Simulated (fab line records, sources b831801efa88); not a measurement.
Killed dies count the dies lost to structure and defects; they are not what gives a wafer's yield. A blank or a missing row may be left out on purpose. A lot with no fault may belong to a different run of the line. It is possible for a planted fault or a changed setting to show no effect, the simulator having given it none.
A struck lot beside a sound one | flow sky130 | 15 steps out of a route of 708
Sound: the wafers L130.3, L130.4, L130.6. Struck: wafer L144.1 (left out: L144.3, a lot-mate that was not struck); the cause follows at the end.
Order at every step that has rows: each side's tool, ch and its chambers, its first start. Under that, the readings that differ: sound wafers | struck wafers | difference of the means | sigmas: that difference in standard deviations of wafers without a fault.
alike: words and numbers the same on both sides, and readings whose means are apart by under 2 such deviations; not compared: readings that were withheld, readings missing a value for some wafer, numbers with overlapping values and no deviation given by the record, and bounds like >300 which may hide the same value.
Wherever a step has rows on one side only, a row that says differs or no value, or a row with sigmas, the two part there. Numbers that have no deviation but don't overlap get no sigmas and don't part them. A reading that every wafer of one side lacks parts them only if that side has two wafers or more.

SKY_LOCAL_INTERCONNECT_THK_MEAS_02: measures by xrf.
  sound on film-metro-03, day 30 23:24; struck on film-metro-03, day 35 05:07
  alike: LOCAL_INTERCONNECT_TIN_THK
then, 8 steps without rows for these wafers: SKY_LOCAL_INTERCONNECT_DEHYDRATE_03 (time 60 s); SKY_LOCAL_INTERCONNECT_HMDS_04 (prime time 60 s); SKY_LOCAL_INTERCONNECT_COAT_05 (resist thk 60 nm); SKY_LOCAL_INTERCONNECT_COAT_06 (resist thk 450 nm); SKY_LOCAL_INTERCONNECT_SOFTBAKE_07 (time 90 s); SKY_LOCAL_INTERCONNECT_EXPOSE_08 (exposes mask LI1M, target cd 170 nm); SKY_LOCAL_INTERCONNECT_PEB_09; SKY_LOCAL_INTERCONNECT_DEVELOP_10 (develop time 60 s).
SKY_LOCAL_INTERCONNECT_CD_MEAS_11: target cd 170 nm.
  sound on cd-sem-02, day 32 02:58; struck on cd-sem-02, day 36 06:58
  alike: cd-nm
SKY_LOCAL_INTERCONNECT_OVL_MEAS_12:
  sound on overlay-01, day 32 03:03; struck on overlay-02, day 36 07:05
  alike: LOCAL_INTERCONNECT_OVL
SKY_LOCAL_INTERCONNECT_ETCH_13: etches BARC in N2/H2, stops on SiO2, time 45.9 s, target depth 60 nm.
  sound on rie-metal-03 ch 0,1, day 32 03:05; struck on rie-metal-03 ch 1, day 36 07:07
  reading                | sound | struck | difference                   | sigmas
  rf-hours-counter-h (h) | - - - | 14     | no value on the sound wafers |
  alike: drypump-motor-current-A, he-backside-leak-sccm, n2-flow-sccm, oes-product-au, throttle-valve-pct
SKY_LOCAL_INTERCONNECT_METAL_ETCH_14: etches TiN in Cl2/BCl3, stops on PSG, target depth 110 nm, time 31.4 s.
  sound on rie-metal-03 ch 0,1, day 32 03:09; struck on rie-metal-03 ch 1, day 36 07:15
  reading                                                   | sound                | struck | difference                   | sigmas
  oes-product-au (a.u.)                                     | 0.933 0.940 0.934    | 0.842  | -0.094                       | -13
  rf-hours-counter-h (h)                                    | - - -                | 14     | no value on the sound wafers |
  throttle-valve-pct (%)                                    | 21.919 21.907 21.902 | 21.963 | +0.054                       | +6
  model.etch.depth-nm (nm)                                  | 99.01 100.5 99.18    | 83.18  | -16.38                       |
  model.LOCAL_INTERCONNECT.feature-depth-nm (nm)            | 99.01 100.5 99.18    | 83.18  | -16.38                       |
  model.KrF-thick_of_LOCAL_INTERCONNECT_COAT_06.thk-nm (nm) | 350.1 347.1 349.4    | 358.5  | +9.6                         |
  alike: drypump-motor-current-A, he-backside-leak-sccm
SKY_LOCAL_INTERCONNECT_STRIP_15: strips in O2/N2.
  sound on plasma-asher-03 ch 0,1, day 32 03:13; struck on plasma-asher-01 ch 1, day 36 07:21
  reading                      | sound             | struck | difference                   | sigmas
  rf-hours-counter-h (h)       | - - -             | 71     | no value on the sound wafers |
  strip-time-to-endpoint-s (s) | 4.723 4.715 4.729 | 4.819  | +0.097                       | +4
  alike: drypump-motor-current-A, n2-flow-sccm, oes-product-au
then, 1 step without rows for these wafers: SKY_LOCAL_INTERCONNECT_STRIP_16 (strips in post etch residue remover, time 1200 s).

WHERE THEY PART
At SKY_LOCAL_INTERCONNECT_ETCH_13 first; at SKY_LOCAL_INTERCONNECT_STRIP_15 last (within this record only).

WHY: the cause the simulator had injected
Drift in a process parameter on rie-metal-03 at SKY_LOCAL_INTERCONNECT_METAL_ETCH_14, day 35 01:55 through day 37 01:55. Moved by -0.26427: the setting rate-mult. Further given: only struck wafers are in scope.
